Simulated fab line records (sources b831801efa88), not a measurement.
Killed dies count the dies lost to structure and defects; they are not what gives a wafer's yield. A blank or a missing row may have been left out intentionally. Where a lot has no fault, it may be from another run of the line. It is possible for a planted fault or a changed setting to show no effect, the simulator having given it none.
fab line records	flow gf180mcu
record: lots: 12	wafers: 36	last-day: 34
route steps=602 shown STI@1 HV_LDD@185
lots that met no fault: from a run of the same line without faults
start-h: hours from the record's opening day to when the first of the lot's shown wafers began	wait-h: time in hours since the lot's previous step	" the same as in the row above	L1.1+2: several wafers, shown together as one row	- value missing, or start not given	* or withheld: withheld	< > ~ a bound
route shown NAME@n: names a module that has steps shown in the file, with the first one's number in the route	usual: mean/standard deviation taken from wafers without a fault	same: alike in all rows	chamber/n: place in a boat	sites: readings site by site	_std_site: the standard deviation of these	_edge_site: mean of outer sites minus mean of inner sites	radius-mm: how far each site lies from the wafer's centre	mask NAME#n: copy n	behind: the most recent tool/chamber to have shaped the wafer	hold: why the lot went on hold/how many hours it stayed there/how the hold came to an end	device: the n, p or np transistor that did not switch	end of line: the tests these same wafers got at the end of their route	a step without rows: its recipe alone	killed: not the wafer's yield, but the dies lost to structure and defects at the first sort	map: dies across one wafer; x = killed, . = not, _ = none there
set.NAME: the setting that was run; set.NAME@STEP: the one run at that earlier step	model.NAME: the simulator's own value behind a step, which no gauge read
route steps across a sampled set of lots; one table per step, one row per wafer
services: the hour from which a tool's chamber was out of use, counted from the record's first day as start-h (under 0 if before that day), plus the number of hours and why
== steps ==
step: GF_STI_BOW_MEAS_00
recipe: mode: bow
usual: INCOMING_BOW: 0/6.7
lot.wafer	tool	chamber	start-h	wait-h	INCOMING_BOW[um]
L236.1	film-metro-03	-	10.00	-	-4
L236.5	"	-	"	"	-8
L236.6	"	-	"	"	-2
L241.4	film-metro-03	-	35.06	-	-9
L241.5	"	-	"	"	-6
L241.6	"	-	"	"	6
L243.2	film-metro-01	-	45.02	-	0
L243.3	"	-	"	"	-3
L243.6	"	-	"	"	-4
L244.1	film-metro-01	-	50.00	-	-2
L244.3	"	-	"	"	-4
L244.5	"	-	"	"	-1
L251.2	film-metro-01	-	85.02	-	7
L251.4	"	-	"	"	10
L251.5	"	-	"	"	4
L253.2	film-metro-01	-	95.02	-	6
L253.4	"	-	"	"	3
L253.6	"	-	"	"	12
L254.1	film-metro-04	-	100.00	-	5
L254.3	"	-	"	"	-1
L254.6	"	-	"	"	10
L255.4	film-metro-01	-	105.06	-	-7
L255.5	"	-	"	"	16
L255.6	"	-	"	"	2
L256.1	film-metro-04	-	110.00	-	-3
L256.2	"	-	"	"	1
L256.3	"	-	"	"	-6
L257.2	film-metro-04	-	115.02	-	-10
L257.3	"	-	"	"	0
L257.4	"	-	"	"	-7
L258.2	film-metro-04	-	120.02	-	3
L258.4	"	-	"	"	7
L258.6	"	-	"	"	9
L259.2	film-metro-04	-	125.02	-	16
L259.5	"	-	"	"	3
L259.6	"	-	"	"	2
step: GF_STI_ETCH_13
recipe: chemistry: CHF3/O2	stop-on: Si	over-etch-frac: 0.3	target-depth-a: 2823.1	source-w: 600	bias-w: 200	pressure-mtorr: 40	chf3-flow-sccm: 50	O2_flow_sccm: 5	time-s: 112.9
usual: drypump-motor-current-A: 5.70/0.25	oes-product-au: 0.837/0.0067	throttle-valve-pct: 8.813/0.0092
lot.wafer	tool	chamber	start-h	wait-h	drypump-motor-current-A	oes-product-au	rf-hours-counter-h	throttle-valve-pct
L236.1	rie-diel-04	3	28.64	0.1	5.71	0.840	128	8.824
L236.5	"	1	"	"	5.68	0.837	-	8.820
L236.6	"	0	"	"	6.23	0.836	-	8.812
L241.4	rie-diel-04	3	50.86	0.0	5.69	0.840	128	8.805
L241.5	"	3	"	"	5.71	0.832	-	8.823
L241.6	"	2	"	"	5.47	0.830	-	8.805
L243.2	rie-diel-03	0	62.49	0.1	5.97	0.834	114	8.812
L243.3	"	2	"	"	5.49	0.838	104	8.819
L243.6	"	0	"	"	5.97	0.831	-	8.812
L244.1	rie-diel-03	1	66.94	0.1	5.77	0.841	97	8.809
L244.3	"	2	"	"	5.53	0.841	104	8.802
L244.5	"	3	"	"	6.02	0.831	-	8.825
L251.2	rie-diel-02	0	104.04	0.1	5.53	0.838	165	8.815
L251.4	"	2	"	"	5.39	0.825	2	8.811
L251.5	"	2	"	"	5.43	0.839	-	8.817
L253.2	rie-diel-02	3	113.79	0.1	5.41	0.846	52	8.811
L253.4	"	2	"	"	5.43	0.832	-	8.805
L253.6	"	1	"	"	5.81	0.835	-	8.836
L254.1	rie-diel-03	0	118.29	0.1	5.97	0.842	116	8.814
L254.3	"	2	"	"	5.50	0.846	105	8.816
L254.6	"	3	"	"	6.02	0.838	-	8.808
L255.4	rie-diel-03	2	125.06	0.0	5.49	0.838	105	8.811
L255.5	"	1	"	"	5.76	0.839	-	8.827
L255.6	"	2	"	"	5.51	0.842	-	8.817
L256.1	rie-diel-02	0	130.29	0.1	5.54	0.849	0	8.820
L256.2	"	2	"	"	5.42	0.839	3	8.833
L256.3	"	1	"	"	5.82	0.848	2	8.832
L257.2	rie-diel-04	2	135.34	0.1	5.48	0.848	23	8.792
L257.3	"	0	"	"	6.26	0.851	73	8.796
L257.4	"	1	"	"	5.70	0.850	102	8.814
L258.2	rie-diel-04	2	140.46	0.1	5.48	0.839	23	8.808
L258.4	"	3	"	"	5.69	0.827	131	8.821
L258.6	"	0	"	"	6.25	0.838	-	8.816
L259.2	rie-diel-02	3	144.66	0.1	5.43	0.834	53	8.804
L259.5	"	1	"	"	5.78	0.839	-	8.819
L259.6	"	3	"	"	5.43	0.829	-	8.809
step: GF_STI_CMP_25
recipe: stop-on: Si3N4	t-overpolish-s: 33	down-force-psi: 4	platen-rpm: 60	target-thk-nm: 524.6	pad-velocity-m-s: 0.94248
usual: head-pressure-psi: 3.999/0.0096	motor-current-A: 12.5/0.98	overpolish-run-s: 33.000/0.008	time-to-endpoint-s: 123/6
lot.wafer	tool	chamber	start-h	wait-h	head-pressure-psi	motor-current-A	overpolish-run-s	time-to-endpoint-s
L236.1	cmp-02	1	30.59	0.1	3.985	13.2	33.004	119
L236.6	"	1	"	"	4.005	13.7	33.008	127
L236.5	"	2	"	"	4.003	12.1	32.989	122
L241.4	cmp-02	3	52.87	0.0	4.004	11.9	32.992	121
L241.5	"	3	"	"	4.006	12.7	32.995	119
L241.6	"	0	"	"	4.001	11.5	33.005	120
L243.2	cmp-01	1	64.54	0.1	3.999	11.6	33.001	135
L243.3	"	2	"	"	4.004	12.5	33.010	119
L243.6	"	1	"	"	3.982	11.5	33.012	126
L244.1	cmp-02	2	68.95	0.1	4.001	11.9	33.000	134
L244.3	"	3	"	"	3.986	12.2	32.993	124
L244.5	"	3	"	"	4.000	12.8	33.014	122
L251.4	cmp-01	2	107.31	0.0	4.002	13.8	33.009	127
L251.2	"	0	"	"	4.010	13.8	32.994	128
L251.5	"	2	"	"	4.003	12.7	32.993	126
L253.4	cmp-02	1	115.86	0.0	4.016	14.2	33.008	123
L253.2	"	2	"	"	3.990	11.9	32.998	123
L253.6	"	1	"	"	4.005	13.8	32.997	126
L254.3	cmp-02	0	121.66	0.0	4.004	11.6	33.004	118
L254.1	"	1	"	"	3.997	13.1	33.007	132
L254.6	"	0	"	"	4.011	12.4	32.998	112
L255.4	cmp-02	2	128.10	0.1	3.997	11.7	32.985	127
L255.6	"	1	"	"	3.995	13.8	33.013	122
L255.5	"	2	"	"	3.998	11.3	32.988	127
L256.2	cmp-02	1	132.84	0.0	3.991	13.1	33.001	121
L256.1	"	2	"	"	4.007	12.1	33.003	124
L256.3	"	3	"	"	3.991	12.6	33.003	120
L257.2	cmp-02	2	137.32	0.1	4.008	12.1	33.002	127
L257.4	"	3	"	"	3.998	12.3	32.998	117
L257.3	"	0	"	"	4.012	11.5	33.000	112
L258.4	cmp-02	1	144.22	0.1	3.989	13.4	33.010	127
L258.2	"	2	"	"	3.992	11.4	33.008	127
L258.6	"	0	"	"	4.006	10.9	32.988	116
L259.2	cmp-01	1	146.60	0.0	3.992	10.9	33.004	140
L259.6	"	1	"	"	3.987	10.6	32.998	138
L259.5	"	2	"	"	3.996	12.8	33.002	127
step: GF_HV_LDD_IMPLANT_09
recipe: species: As	energy-kev: 40	dose-cm2: 1e+14	tilt-deg: 7
usual: beam-energy-keV: 40.001/0.012
lot.wafer	tool	chamber	start-h	wait-h	beam-energy-keV
L236.1	implanter-01	0	221.49	0.0	39.990
L236.5	"	0	"	"	40.008
L236.6	"	0	"	"	40.015
L241.4	implanter-01	0	254.19	0.1	39.987
L241.5	"	0	"	"	39.974
L241.6	"	0	"	"	39.982
L243.2	implanter-03	0	269.42	0.0	39.991
L243.3	"	0	"	"	40.005
L243.6	"	0	"	"	39.986
L244.1	implanter-01	0	274.07	0.0	39.985
L244.3	"	0	"	"	40.008
L244.5	"	0	"	"	40.011
L251.2	implanter-04	0	335.05	0.0	40.000
L251.4	"	0	"	"	40.001
L251.5	"	0	"	"	39.996
L253.2	implanter-04	0	345.22	0.0	40.001
L253.4	"	0	"	"	39.989
L253.6	"	0	"	"	39.994
L254.1	implanter-01	0	352.84	0.0	49.611
L254.3	"	0	"	"	49.642
L254.6	"	0	"	"	49.614
L255.4	implanter-01	0	359.65	0.1	49.641
L255.5	"	0	"	"	49.644
L255.6	"	0	"	"	49.647
L256.1	implanter-01	0	371.47	0.0	49.619
L256.2	"	0	"	"	49.622
L256.3	"	0	"	"	49.647
L257.2	implanter-04	0	371.52	0.0	40.003
L257.3	"	0	"	"	40.014
L257.4	"	0	"	"	40.016
L258.2	implanter-04	0	381.94	0.0	39.993
L258.4	"	0	"	"	40.001
L258.6	"	0	"	"	39.991
L259.2	implanter-04	0	386.62	0.0	39.986
L259.5	"	0	"	"	39.986
L259.6	"	0	"	"	39.996
step: GF_HV_LDD_TW_MEAS_11
usual: HV_LDD_TW: 2415/22
lot.wafer	tool	chamber	start-h	wait-h	HV_LDD_TW
L236.1	film-metro-02	-	221.74	0.1	2377
L236.5	"	-	"	"	2395
L236.6	"	-	"	"	2392
L241.4	film-metro-04	-	254.39	0.1	2431
L241.5	"	-	"	"	2456
L241.6	"	-	"	"	2456
L243.2	film-metro-02	-	269.65	0.1	2389
L243.3	"	-	"	"	2383
L243.6	"	-	"	"	2388
L244.1	film-metro-04	-	274.32	0.1	2416
L244.3	"	-	"	"	2419
L244.5	"	-	"	"	2417
L251.2	film-metro-02	-	335.28	0.1	2406
L251.4	"	-	"	"	2394
L251.5	"	-	"	"	2410
L253.2	film-metro-04	-	345.45	0.1	2435
L253.4	"	-	"	"	2419
L253.6	"	-	"	"	2417
L254.1	film-metro-03	-	353.09	0.1	2551
L254.3	"	-	"	"	2568
L254.6	"	-	"	"	2556
L255.4	film-metro-03	-	359.85	0.1	2561
L255.5	"	-	"	"	2557
L255.6	"	-	"	"	2566
L256.1	film-metro-04	-	371.72	0.1	2591
L256.2	"	-	"	"	2603
L256.3	"	-	"	"	2600
L257.2	film-metro-03	-	371.75	0.1	2392
L257.3	"	-	"	"	2407
L257.4	"	-	"	"	2421
L258.2	film-metro-02	-	382.17	0.1	2385
L258.4	"	-	"	"	2389
L258.6	"	-	"	"	2371
L259.2	film-metro-02	-	386.85	0.1	2377
L259.5	"	-	"	"	2379
L259.6	"	-	"	"	2388
step: GF_HV_LDD_RS_MEAS_53
recipe: thk-meas-gauge: four-point-probe
usual: HV_LDD_RS: 418.2/0.89
lot.wafer	tool	chamber	start-h	wait-h	HV_LDD_RS[ohm/sq]
L236.1	film-metro-04	-	279.71	0.1	420.1
L236.5	"	-	"	"	418.7
L236.6	"	-	"	"	418.9
L241.4	film-metro-04	-	314.48	0.1	417.7
L241.5	"	-	"	"	417.7
L241.6	"	-	"	"	416.7
L243.2	film-metro-03	-	331.37	0.1	417.6
L243.3	"	-	"	"	418.1
L243.6	"	-	"	"	417.2
L244.1	film-metro-02	-	335.84	0.1	418.4
L244.3	"	-	"	"	418.6
L244.5	"	-	"	"	418.9
L251.2	film-metro-03	-	403.42	0.1	417.4
L251.4	"	-	"	"	418.2
L251.5	"	-	"	"	417.4
L253.2	film-metro-04	-	413.80	0.1	417.4
L253.4	"	-	"	"	417.8
L253.6	"	-	"	"	417.1
L254.1	film-metro-03	-	422.65	0.1	413.6
L254.3	"	-	"	"	413.4
L254.6	"	-	"	"	412.0
L255.4	film-metro-04	-	430.33	0.1	413.1
L255.5	"	-	"	"	413.4
L255.6	"	-	"	"	414.3
L256.1	film-metro-04	-	443.09	0.1	412.6
L256.2	"	-	"	"	413.3
L256.3	"	-	"	"	413.8
L257.2	film-metro-02	-	444.01	0.1	419.0
L257.3	"	-	"	"	419.5
L257.4	"	-	"	"	418.6
L258.2	film-metro-02	-	455.42	0.1	419.3
L258.4	"	-	"	"	419.3
L258.6	"	-	"	"	421.0
L259.2	film-metro-02	-	459.24	0.1	416.8
L259.5	"	-	"	"	418.7
L259.6	"	-	"	"	418.3
== services ==
tool	chamber	start-h	hours	kind
cmp-02	-	10.37	5.3	pm
rie-diel-02	-	15.07	1.7	repair
rie-diel-02	0	15.85	3.0	repair
implanter-04	-	30.95	4.3	pm
rie-diel-02	2	32.33	7.5	repair
cmp-02	-	44.64	4.0	repair
cmp-02	-	54.34	1.2	repair
implanter-01	-	64.08	0.8	repair
cmp-02	-	64.33	4.0	pm
rie-diel-02	2	83.74	5.6	repair
rie-diel-03	3	85.22	4.8	repair
rie-diel-03	3	90.11	12.1	repair
cmp-02	-	90.58	12.0	repair
rie-diel-03	2	126.06	23.2	repair
cmp-02	-	147.90	4.6	pm
implanter-04	-	172.12	1.2	repair
cmp-02	-	176.60	6.1	repair
implanter-01	-	183.91	4.5	pm
cmp-02	-	277.72	0.7	repair
cmp-02	-	280.08	0.8	repair
cmp-02	-	284.37	6.9	repair
cmp-02	-	351.05	2.6	repair
cmp-02	-	361.74	22.6	pm
cmp-02	-	384.37	5.9	pm
== key ==
first-sign: step: GF_HV_LDD_IMPLANT_09	reading: beam-energy-keV	direction: up	sigmas: 99+	usual: 40.001	struck: 49.632
effect: step: GF_HV_LDD_TW_MEAS_11	reading: HV_LDD_TW	direction: up	sigmas: 7.3	usual: 2415	struck: 2573
effect: step: GF_HV_LDD_RS_MEAS_53	reading: HV_LDD_RS	direction: down	sigmas: 5.5	usual: 418.2	struck: 413.3
met-at GF_HV_LDD_IMPLANT_09
struck-lots L254,L255,L256
tester-left-out L254,L255,L256
not-acting-at GF_STI_BOW_MEAS_00,GF_STI_ETCH_13,GF_STI_CMP_25
onset-between 274.07 352.84
fault: kind: process-parameter-drift	tool: implanter-01	chamber: -	onset-h: 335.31	steps: GF_HV_LDD_IMPLANT_09	channel: energy-kev	offset: 9.6304	shape: step	end-h: 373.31	acts-in: these-recipes-only	stated: 40
tester-left-out: of these lots the tester's yield and bins aren't shown, on N5 and GAA mostly nor the transistor test; their killed dies are dies lost to structure and defects alone, not to doping, threshold or leakage, so they don't give the yield
